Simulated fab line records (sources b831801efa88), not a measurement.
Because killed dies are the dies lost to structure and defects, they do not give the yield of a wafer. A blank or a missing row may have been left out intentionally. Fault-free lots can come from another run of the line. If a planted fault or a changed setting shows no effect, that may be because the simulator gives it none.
Check of tool commonality :: flow sky130 :: Sampled: 11 lots, 33 wafers

== WHY IT WAS OPENED ==
At SKY_SD_N_RS_MEAS_16 the reading SD_N_RS is flagged on 2 of 11 lots. Fault-free wafers read 68.56 ohm/sq, with a standard deviation of 0.15.
Rule: a lot is flagged when every wafer of it that has a number lies more than 4 standard deviations from that mean, or none has a number. The other lots count as sound.

lot: L548
measured: day 28 01:43
on: film-metro-04
SD_N_RS (ohm/sq), wafer by wafer: 68.49 68.48 68.40
flag: 

lot: L550
measured: day 28 18:01
on: film-metro-04
SD_N_RS (ohm/sq), wafer by wafer: 68.53 68.34 68.35
flag: 

lot: L551
measured: day 29 06:48
on: film-metro-01
SD_N_RS (ohm/sq), wafer by wafer: 68.72 68.81 68.68
flag: 

lot: L552
measured: day 29 18:02
on: film-metro-04
SD_N_RS (ohm/sq), wafer by wafer: 68.72 68.64 68.72
flag: 

lot: L554
measured: day 30 07:34
on: film-metro-01
SD_N_RS (ohm/sq), wafer by wafer: 68.79 68.84 68.75
flag: 

lot: L555
measured: day 30 18:20
on: film-metro-03
SD_N_RS (ohm/sq), wafer by wafer: 68.49 68.48 68.07
flag: 

lot: L559
measured: day 32 01:13
on: film-metro-04
SD_N_RS (ohm/sq), wafer by wafer: 72.20 72.45 72.36
flag: FLAGGED

lot: L561
measured: day 32 15:31
on: film-metro-03
SD_N_RS (ohm/sq), wafer by wafer: 72.11 72.05 72.13
flag: FLAGGED

lot: L568
measured: day 34 16:36
on: film-metro-01
SD_N_RS (ohm/sq), wafer by wafer: 68.85 68.73 68.73
flag: 

lot: L569
measured: day 35 04:54
on: film-metro-01
SD_N_RS (ohm/sq), wafer by wafer: 68.73 68.55 68.64
flag: 

lot: L570
measured: day 35 10:04
on: film-metro-04
SD_N_RS (ohm/sq), wafer by wafer: 68.66 68.60 68.53
flag: 
On average the flagged lots' numbers are 72.22 ohm/sq, which is +3.66 ohm/sq against the usual, or +24 standard deviations.

== WHICH TOOL EACH LOT WENT THROUGH ==
The record holds 1 process step before the reading, out of a route of 708 steps. Every cell lists first the tool, next ch and the chambers used by the sampled wafers, and last the start.
lot: L548
flag: 
SKY_SD_N_RTA_14: rtp-anneal-01 ch 0, day 28 01:31

lot: L550
flag: 
SKY_SD_N_RTA_14: rtp-anneal-01 ch 0, day 28 17:49

lot: L551
flag: 
SKY_SD_N_RTA_14: rtp-anneal-02 ch 0, day 29 06:38

lot: L552
flag: 
SKY_SD_N_RTA_14: rtp-anneal-01 ch 0, day 29 17:51

lot: L554
flag: 
SKY_SD_N_RTA_14: rtp-anneal-01 ch 0, day 30 07:23

lot: L555
flag: 
SKY_SD_N_RTA_14: rtp-anneal-02 ch 0, day 30 18:08

lot: L559
flag: FLAGGED
SKY_SD_N_RTA_14: rtp-anneal-02 ch 0, day 32 01:02

lot: L561
flag: FLAGGED
SKY_SD_N_RTA_14: rtp-anneal-02 ch 0, day 32 15:21

lot: L568
flag: 
SKY_SD_N_RTA_14: rtp-anneal-01 ch 0, day 34 16:25

lot: L569
flag: 
SKY_SD_N_RTA_14: rtp-anneal-02 ch 0, day 35 04:44

lot: L570
flag: 
SKY_SD_N_RTA_14: rtp-anneal-01 ch 0, day 35 09:53
These steps, and what they do:
- SKY_SD_N_RTA_14: time 2 s.
- SKY_SD_N_RS_MEAS_16: measures by four-point-probe.

== FLAGGED AGAINST TOTAL, ONE TOOL AT A TIME (gauges that did the reading follow at the end) ==
step: SKY_SD_N_RTA_14
tool: rtp-anneal-01
lots run: 6
flagged: 0
share of the flagged lots: none
sound lots run after its first flagged lot: -

step: SKY_SD_N_RTA_14
tool: rtp-anneal-02
lots run: 5
flagged: 2
share of the flagged lots: all
sound lots run after its first flagged lot: 1 (L569)

step: SKY_SD_N_RS_MEAS_16
tool: film-metro-01
lots run: 4
flagged: 0
share of the flagged lots: none
sound lots run after its first flagged lot: -

step: SKY_SD_N_RS_MEAS_16
tool: film-metro-03
lots run: 2
flagged: 1
share of the flagged lots: some
sound lots run after its first flagged lot: 0

step: SKY_SD_N_RS_MEAS_16
tool: film-metro-04
lots run: 5
flagged: 1
share of the flagged lots: some
sound lots run after its first flagged lot: 1 (L570)

== THE TABLE: WHAT IT ALLOWS ==
All flagged lots share 1 row of the table, namely rtp-anneal-02 at SKY_SD_N_RTA_14.
- rtp-anneal-02 at SKY_SD_N_RTA_14: 2 of its 5 lots flagged. Lots that were sound ran on it after the first flagged one (L569); a persistent fault on the entire tool would not allow that. Its own readings lie more than 4 standard deviations out on every wafer of the flagged lots: lamp-power-pct, wafer_temp_C_max.
Every row of the table either missed a flagged lot or ran a sound lot after the first.

== WHAT HAD BEEN PUT IN BY THE SIMULATOR ==
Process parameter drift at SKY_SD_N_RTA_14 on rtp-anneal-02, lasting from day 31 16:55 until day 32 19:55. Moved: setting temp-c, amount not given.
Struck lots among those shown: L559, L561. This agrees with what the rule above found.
